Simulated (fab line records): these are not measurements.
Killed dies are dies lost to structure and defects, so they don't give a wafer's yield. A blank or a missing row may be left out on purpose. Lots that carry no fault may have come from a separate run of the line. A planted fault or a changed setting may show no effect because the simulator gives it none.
A lot that was struck, set against a sound lot | flow sky130 | 15 steps out of a route of 708
Sound: the wafers L631.1, L631.2, L631.5. Struck: wafers L644.1, L644.2 (left out: L644.4, a lot-mate that was not struck); the cause follows at the end.
At each step with rows: each side's tool, then ch and its chambers, then its first start. Under that, the readings that differ: sound wafers | struck wafers | difference of the means | sigmas: that difference in standard deviations of wafers without a fault.
alike: readings with means less than 2 such deviations apart, plus words and numbers identical on both sides. not compared: withheld readings, readings lacking a value on some wafer, bounds such as >300 that could conceal the same value, and numbers that have no deviation in the record and whose values overlap.
Wherever a step has rows on one side only, a row that says differs or no value, or a row with sigmas, the two part there. Numbers that don't overlap but have no deviation are shown without sigmas and don't part them. A reading that every wafer of one side lacks parts them only if that side has two wafers or more.

SKY_VIA1_OVL_MEAS_13:
  sound on overlay-02 at day 36 02:48; struck on overlay-01 at day 38 18:38
  alike: VIA1_OVL
SKY_VIA1_ETCH_14: etches BARC in N2/H2, stops on SiO2, time 45.9 s, target depth 60 nm.
  sound on rie-diel-02 ch 1,2,3, day 36 02:50; struck on rie-diel-01 ch 2,3, day 38 18:41
  alike: bias-w, drypump-motor-current-A, oes-product-au, throttle-valve-pct
  not compared: rf-hours-counter-h
SKY_VIA1_ETCH_15: etches SiO2 in C4F8/O2/Ar, stops on TiN, target depth 351 nm, time 54 s.
  sound on rie-diel-02 ch 1,2,3, day 36 02:53; struck on rie-diel-01 ch 2,3, day 38 18:43
  alike: bias-w, oes-product-au
  not compared: rf-hours-counter-h
then, 4 steps without rows for these wafers: SKY_VIA1_STRIP_16 (strips in O2/N2); SKY_VIA1_STRIP_17 (strips in post etch residue remover, time 1200 s); SKY_VIA1_CLEAN_18 (cleans in IPA, time 180 s); SKY_VIA1_CLEAN_19 (cleans in O3/DIW).
SKY_VIA1_SPUTTER_20: material TiN, target thk 20 nm, time 80 s.
  sound on pvd-sputter-02 at day 36 03:31; struck on pvd-sputter-01 at day 38 19:22
  alike: throttle-valve-pct
SKY_VIA1_CVD_21: deposits W, target thk 270 nm, time 80.902 s.
  sound on cvd-w-02 ch 0,1, day 36 03:35; struck on cvd-w-02 ch 0,1, day 38 19:26
  alike: heater-power-w
SKY_VIA1_RS_MEAS_22: a four-point-probe measurement.
  sound on film-metro-03 at day 36 03:40; struck on film-metro-03 at day 38 19:32
  alike: VIA1_W_RS
SKY_VIA1_THK_MEAS_23: measures by xrf.
  sound on film-metro-03 at day 36 03:47; struck on film-metro-03 at day 38 19:39
  alike: VIA1_W_THK
then, 1 step without rows for these wafers: SKY_VIA1_CMP_24 (polishes, stops on SiO2, t overpolish 15 s, target thk 0 nm).
SKY_METAL2_SPUTTER_00: material Ti, target thk 15 nm, time 10 s.
  sound on pvd-sputter-01 at day 36 04:09; struck on pvd-sputter-01 at day 38 20:01
  reading                                   | sound            | struck      | difference | sigmas
  model.Ti_of_METAL2_SPUTTER_00.thk-nm (nm) | 15.25 15.3 15.15 | 16.11 16.06 | +0.85      |
  alike: throttle-valve-pct
SKY_METAL2_SPUTTER_01: material TiN, target thk 20 nm, time 16.7 s.
  sound on pvd-sputter-01 at day 36 04:10; struck on pvd-sputter-01 at day 38 20:02
  alike: throttle-valve-pct
-- the record jumps here: 11 days lie between the struck wafers' starts before and after (it left off in module METAL2 and takes up again in module PAD_OPEN, whose first step shown is number 708 of the route) --
SKY_PAD_OPEN_PROBE_99:
  sound on prober-02 at day 47 13:11; struck on prober-02 at day 49 11:21
  reading                  | sound       | struck  | difference | sigmas
  killed-at-other          | 2 0 0       | 0 4     | +1         | +2
  sort_bin_3_pad_short (%) | 2.0 1.2 1.2 | 0.4 0.6 | -1.0       | -2
  alike: defect-limited-yield, killed_at_M0_to_M3, killed_at_M4_up, killed-at-contacts, killed-at-front-end, killed-dies, killed-open, killed-short, sort_bin_5_function, sort_bin_6_memory, sort-n-pass, sort-yield-pct

## WHERE THEY PART
SKY_PAD_OPEN_PROBE_99 only, going by this record.

WHY: whatever the simulator had introduced
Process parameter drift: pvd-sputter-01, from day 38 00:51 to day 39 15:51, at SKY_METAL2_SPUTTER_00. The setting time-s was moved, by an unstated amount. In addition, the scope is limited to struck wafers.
